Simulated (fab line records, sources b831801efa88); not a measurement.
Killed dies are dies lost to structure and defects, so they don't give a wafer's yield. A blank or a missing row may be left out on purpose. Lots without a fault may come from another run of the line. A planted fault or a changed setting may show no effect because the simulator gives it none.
Which tool did it? | flow sky130 | 6 lots, 18 wafers sampled, at 3 steps of a route of 708

WHAT THE GAUGES READ, wafer by wafer
SKY_VT_ADJUST_NCORE_CD_MEAS_07: target cd 380 nm.
lot  | measured     | on        | cd_nm (nm)
L939 | day 9 00:21  | cd_sem-02 | 380.9 378.9 381.0
L941 | day 9 18:19  | cd_sem-01 | 380.5 380.5 378.4
L944 | day 10 18:55 | cd_sem-02 | 380.8 379.3 379.3
L952 | day 12 21:30 | cd_sem-02 | 378.5 378.5 378.7
L958 | day 14 17:22 | cd_sem-02 | 376.7 375.5 379.5
L961 | day 15 13:56 | cd_sem-02 | 378.6 377.6 377.3

WHICH TOOL RAN EACH LOT (tool, then ch and the chambers of the sampled wafers, then the start)
lot  | SKY_VT_ADJUST_LVTN_STRIP_09          | SKY_VT_ADJUST_LVTN_STRIP_20
L939 | plasma_asher-04 ch 0,1, day 7 05:25  | plasma_asher-01 ch 0,1, day 8 02:32
L941 | plasma_asher-03 ch 0,1, day 7 21:58  | plasma_asher-04 ch 0,1, day 8 19:38
L944 | plasma_asher-03 ch 0, day 8 21:52    | plasma_asher-03 ch 0,1, day 9 20:02
L952 | plasma_asher-04 ch 1, day 10 22:02   | plasma_asher-04 ch 1, day 11 21:17
L958 | plasma_asher-01 ch 0,1, day 12 13:08 | plasma_asher-04 ch 0,1, day 13 14:59
L961 | plasma_asher-03 ch 0,1, day 13 09:10 | plasma_asher-01 ch 0,1, day 14 11:11
- SKY_VT_ADJUST_LVTN_STRIP_09: strips in O2/N2.
- SKY_VT_ADJUST_LVTN_STRIP_20: strips in O2/N2.

THE ANSWER, worked out from the rows above alone
Rule: what is usual is taken from the lots themselves. Put in order of their means at a reading, lots are off if they are a third of the lots or fewer, leave a main group of 4 or more, and stand apart from it by a gap of 3 or more times the standard deviation of the main group's means; of several such gaps the widest counts. A main group whose means are all the same, to the digits that the tables above print for the reading, isn't used. A lot without any number at a reading at which 4 lots or more have one is off too. The other lots that the step has rows for count as sound.
No lot is off at any reading shown: from this, nothing can be told.

WHAT THE SIMULATOR HAD PUT IN
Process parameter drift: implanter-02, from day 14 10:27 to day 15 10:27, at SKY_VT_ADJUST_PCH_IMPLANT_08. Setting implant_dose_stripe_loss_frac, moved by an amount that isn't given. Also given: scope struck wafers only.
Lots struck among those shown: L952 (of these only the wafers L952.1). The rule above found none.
